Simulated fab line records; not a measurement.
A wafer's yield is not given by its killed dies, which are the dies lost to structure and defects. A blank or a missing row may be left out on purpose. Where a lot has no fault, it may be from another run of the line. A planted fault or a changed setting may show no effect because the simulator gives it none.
Which tool did it? + flow gf180mcu + Sampling: 12 lots, 34 wafers, 6 of 602 route steps

## WHAT EACH GAUGE READ, for each wafer
GF_V5_THK_MEAS_01. Usual: V5_CVD_00_THK gives 299 nm (standard deviation 3.2).
| lot  | measured     | on            | V5_CVD_00_THK (nm) | flag |
|------|--------------|---------------|--------------------|------|
| L547 | day 26 08:34 | film_metro-01 | 301 299 302        |      |
| L550 | day 27 06:50 | film_metro-01 | 297 300 298        |      |
| L551 | day 27 12:31 | film_metro-02 | 297 302 299        |      |
| L553 | day 28 10:29 | film_metro-02 | 291 294 296        |      |
| L554 | day 28 13:33 | film_metro-02 | 299 298 296        |      |
| L556 | day 29 04:10 | film_metro-02 | 291 295 296        |      |
| L557 | day 29 13:55 | film_metro-03 | 300 300 300        |      |
| L559 | day 30 05:04 | film_metro-02 | 298 295 294        |      |
| L563 | day 31 09:29 | film_metro-02 | 298 302 300        |      |
| L567 | day 32 06:48 | film_metro-02 | 301 301 302        |      |
| L568 | day 32 10:50 | film_metro-02 | 299 299 302        |      |
| L569 | day 32 11:19 | film_metro-02 | 297                |      |

GF_V5_THK_MEAS_03. Usual: V5_CVD_02_THK gives 1449 nm (standard deviation 19).
| lot  | measured     | on            | V5_CVD_02_THK (nm) | flag |
|------|--------------|---------------|--------------------|------|
| L547 | day 26 08:44 | film_metro-02 | 1442 1451 1442     |      |
| L550 | day 27 07:01 | film_metro-03 | 1438 1427 1455     |      |
| L551 | day 27 12:41 | film_metro-01 | 1426 1487 1453     |      |
| L553 | day 28 10:40 | film_metro-01 | 1433 1461 1458     |      |
| L554 | day 28 13:45 | film_metro-01 | 1438 1461 1466     |      |
| L556 | day 29 04:20 | film_metro-03 | 1468 1482 1501     |      |
| L557 | day 29 14:05 | film_metro-03 | 1448 1452 1452     |      |
| L559 | day 30 05:14 | film_metro-01 | 1450 1481 1466     |      |
| L563 | day 31 09:40 | film_metro-02 | 1441 1459 1465     |      |
| L567 | day 32 06:58 | film_metro-02 | 1415 1440 1447     |      |
| L568 | day 32 11:00 | film_metro-02 | 1407 1435 1450     |      |
| L569 | day 32 11:31 | film_metro-02 | 1449               |      |

GF_V5_OVL_MEAS_15. Usual: V5_OVL gives -1 nm (standard deviation 5.1).
| lot  | measured     | on         | V5_OVL (nm) | flag |
|------|--------------|------------|-------------|------|
| L547 | day 27 05:50 | overlay-01 | -2 -2 -1    |      |
| L550 | day 28 03:59 | overlay-01 | -3 -5 -4    |      |
| L551 | day 28 09:17 | overlay-01 | -3 2 0      |      |
| L553 | day 29 06:44 | overlay-01 | 2 1 7       |      |
| L554 | day 29 09:50 | overlay-02 | 3 3 5       |      |
| L556 | day 29 23:08 | overlay-02 | 2 4 5       |      |
| L557 | day 30 08:59 | overlay-01 | -4 -9 -8    |      |
| L559 | day 30 23:52 | overlay-02 | 4 -7 -3     |      |
| L563 | day 32 03:35 | overlay-02 | 9 2 3       |      |
| L567 | day 33 01:22 | overlay-02 | -6 -7 -3    |      |
| L568 | day 33 03:41 | overlay-02 | 1 -2 -1     |      |
| L569 | day 33 04:53 | overlay-02 | -2          |      |

GF_V5_RS_MEAS_24: measurement is done with a four-point probe. Usual: V5_W_RS gives 0.328 ohm/sq (standard deviation 0.0051).
| lot  | measured     | on            | V5_W_RS (ohm/sq)                    | flag |
|------|--------------|---------------|-------------------------------------|------|
| L547 | day 27 06:49 | film_metro-02 | 0.323 0.326 0.325                   |      |
| L550 | day 28 04:55 | film_metro-03 | 0.330 0.330 0.331                   |      |
| L551 | day 28 10:15 | film_metro-01 | 0.328 0.331 0.331                   |      |
| L553 | day 29 07:43 | film_metro-03 | 0.329 0.327 0.331                   |      |
| L554 | day 29 10:47 | film_metro-02 | 0.310 0.310 0.331                   |      |
| L556 | day 30 00:07 | film_metro-02 | 0.329 0.330 0.333                   |      |
| L557 | day 30 10:01 | film_metro-02 | 0.329 0.326 0.329                   |      |
| L559 | day 31 00:55 | film_metro-03 | 0.330 0.330 0.331                   |      |
| L563 | day 32 04:31 | film_metro-01 | 0.321 0.318 0.334                   |      |
| L567 | day 33 02:20 | film_metro-02 | 0.527 0.514 0.522 0.526 0.515 0.523 | OFF  |
| L568 | day 33 04:42 | film_metro-01 | 0.326 0.324 0.328                   |      |
| L569 | day 33 05:55 | film_metro-02 | 0.531 0.530                         | OFF  |

GF_V5_THK_MEAS_25: measures by xrf. Usual: V5_W_THK gives 362 nm (standard deviation 5.9).
| lot  | measured     | on            | V5_W_THK (nm)           | flag |
|------|--------------|---------------|-------------------------|------|
| L547 | day 27 06:56 | film_metro-02 | 365 359 360             |      |
| L550 | day 28 05:02 | film_metro-03 | 359 361 358             |      |
| L551 | day 28 10:22 | film_metro-01 | 362 360 358             |      |
| L553 | day 29 07:50 | film_metro-03 | 363 366 362             |      |
| L554 | day 29 10:55 | film_metro-02 | 377 379 355             |      |
| L556 | day 30 00:14 | film_metro-02 | 361 358 356             |      |
| L557 | day 30 10:07 | film_metro-02 | 359 362 359             |      |
| L559 | day 31 01:02 | film_metro-03 | 362 360 358             |      |
| L563 | day 32 04:38 | film_metro-01 | 373 378 358             |      |
| L567 | day 33 05:26 | film_metro-02 | 224 227 226 223 228 225 | OFF  |
| L568 | day 33 04:49 | film_metro-01 | 366 368 366             |      |
| L569 | day 33 10:25 | film_metro-02 | 223 222                 | OFF  |

## EACH LOT AND THE TOOL THAT RAN IT (in order: tool; ch and the chambers of the sampled wafers; start)
| lot  | GF_V5_CVD_23                  |
|------|-------------------------------|
| L547 | cvd_w-01 ch 0,1, day 27 06:41 |
| L550 | cvd_w-01 ch 0,1, day 28 04:48 |
| L551 | cvd_w-01 ch 0,1, day 28 10:07 |
| L553 | cvd_w-01 ch 0,1, day 29 07:35 |
| L554 | cvd_w-02 ch 0,1, day 29 10:40 |
| L556 | cvd_w-01 ch 0,1, day 29 23:59 |
| L557 | cvd_w-01 ch 0,1, day 30 09:55 |
| L559 | cvd_w-02 ch 1, day 31 00:41   |
| L563 | cvd_w-02 ch 0,1, day 32 04:25 |
| L567 | cvd_w-02 ch 0, day 33 02:12   |
| L568 | cvd_w-01 ch 0,1, day 33 04:34 |
| L569 | cvd_w-02 ch 0, day 33 05:47   |
- GF_V5_CVD_23: deposits W, target thk 350 nm, time 104.9 s.

## WHAT THE TOOLS THEMSELVES READ (means of the sampled wafers that have a number; where no wafer has one, the mark that the record gives instead)
GF_V5_CVD_23. Usual: chamber_pressure_Torr 40.00 Torr, standard deviation 0.082; heater_power_w 770 W, standard deviation 70.
| lot  | tool     | chamber_pressure_Torr (Torr) | heater_power_w (W) | flag |
|------|----------|------------------------------|--------------------|------|
| L547 | cvd_w-01 | 39.93                        | 756                |      |
| L550 | cvd_w-01 | 40.02                        | 760                |      |
| L551 | cvd_w-01 | 39.99                        | 765                |      |
| L553 | cvd_w-01 | 40.04                        | 736                |      |
| L554 | cvd_w-02 | 39.94                        | 853                |      |
| L556 | cvd_w-01 | 40.05                        | 746                |      |
| L557 | cvd_w-01 | 39.96                        | 757                |      |
| L559 | cvd_w-02 | 40.08                        | 732                |      |
| L563 | cvd_w-02 | 39.94                        | 856                |      |
| L567 | cvd_w-02 | 14.74                        | 911                | OFF  |
| L568 | cvd_w-01 | 40.00                        | 740                |      |
| L569 | cvd_w-02 | 14.87                        | 926                | OFF  |

## THE ANSWER, worked out from the rows above alone
Rule: a lot counts as off when the mean over its wafers that have a number is more than 3 standard deviations away from the usual mean. A lot without any number at a reading at which 4 lots or more have one is off too. The other lots that the step has rows for count as sound. First the gauges in route order, then the tools' own readings, where a lot's mean is used as printed above. At the first step where some lot is off, the reading lying furthest off is the one used; lots without a number count as furthest.
Off: L567, L569, at GF_V5_RS_MEAS_24 (V5_W_RS).
If a tool, at a process step before that reading, ran all the lots that are off and no sound lot after the first of them, it fits. Not tried: the gauges at GF_V5_RS_MEAS_24; whatever is off there is also off at GF_V5_CVD_23, on other tools, and gauge error can't account for it. One fits: cvd_w-02 at GF_V5_CVD_23. A fault onset in the window from L563 (day 32 04:25, its last sound lot) to L567 (day 33 02:12, its first lot off) fits.
The tool's own readings at GF_V5_CVD_23 bear it out: on the lots that are off they differ by more than 5 times the standard deviation of the sound lots' means. chamber_pressure_Torr reads 14.80 Torr there against 39.99 Torr on the sound lots.

## WHAT THE SIMULATOR HAD PUT IN
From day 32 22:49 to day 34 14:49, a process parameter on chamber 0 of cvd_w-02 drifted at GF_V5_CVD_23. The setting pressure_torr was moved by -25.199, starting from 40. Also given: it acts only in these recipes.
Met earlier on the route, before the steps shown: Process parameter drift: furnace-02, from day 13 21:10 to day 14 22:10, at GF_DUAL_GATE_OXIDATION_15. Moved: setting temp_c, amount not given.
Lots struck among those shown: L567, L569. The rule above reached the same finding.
